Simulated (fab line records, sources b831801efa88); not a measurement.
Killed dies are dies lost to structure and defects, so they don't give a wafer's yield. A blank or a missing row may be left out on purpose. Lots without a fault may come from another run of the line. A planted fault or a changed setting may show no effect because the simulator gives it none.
Chamber matching | flow gf180mcu | GF_V4_CMP_26 on cmp-02: 4 sister chambers
The step polishes, stops on SiO2, t overpolish 15 s, target thk 0 nm. 7 wafers are shown with their chamber, then 8 later ones without.

WAFERS WITH THEIR CHAMBER
wafer  | chamber | motor_current_A (A) | time_to_endpoint_s (s)
L600.5 | 3       | 9.6                 | 89
L613.2 | 2       | 11.2                | 79
L613.3 | 0       | 10.6                | 86
L615.3 | 1       | 13.2                | 86
L615.5 | 1       | 12.1                | 81
L615.6 | 0       | 10.4                | 86
L618.1 | 2       | 10.9                | 84

WAFERS WITHOUT THEIR CHAMBER
wafer  | motor_current_A (A) | time_to_endpoint_s (s)
L618.5 | 12.7                | 84
L618.6 | 11.3                | 88
L619.1 | 11.6                | 83
L619.3 | 12.7                | 85
L619.4 | 10.9                | 86
L620.1 | 9.9                 | 92
L620.3 | 13.5                | 83
L620.4 | 10.5                | 90

WHICH CHAMBER EACH WENT THROUGH
wafer  | from the rows above               | in truth
L618.5 | 1                                 | 1
L618.6 | can't be placed: 0 or 2 or 1 or 3 | 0
L619.1 | can't be placed: 2 or 1 or 0      | 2
L619.3 | 1                                 | 1
L619.4 | can't be placed: 0 or 2           | 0
L620.1 | can't be placed: 3 or 0           | 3
L620.3 | 1                                 | 1
L620.4 | can't be placed: 0 or 3 or 2      | 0
Placed correctly: 3 of 8. Can't be placed from these rows: 5 (the true chamber is among the candidates in 5). Placed wrongly: 0.
How it was worked out, from the rows above alone: a wafer's distance from a chamber is the root of the sum, over the readings, of the square of ((its reading less the chamber's mean) divided by the reading's scatter). The wafer belongs to the nearest chamber; if the next one is less than 2 further off, it can't be placed. A chamber's mean is the mean of its shown wafers. The scatter: the root of (the sum of the squares of (reading less its chamber's mean) over the shown wafers, divided by (wafers less chambers)).
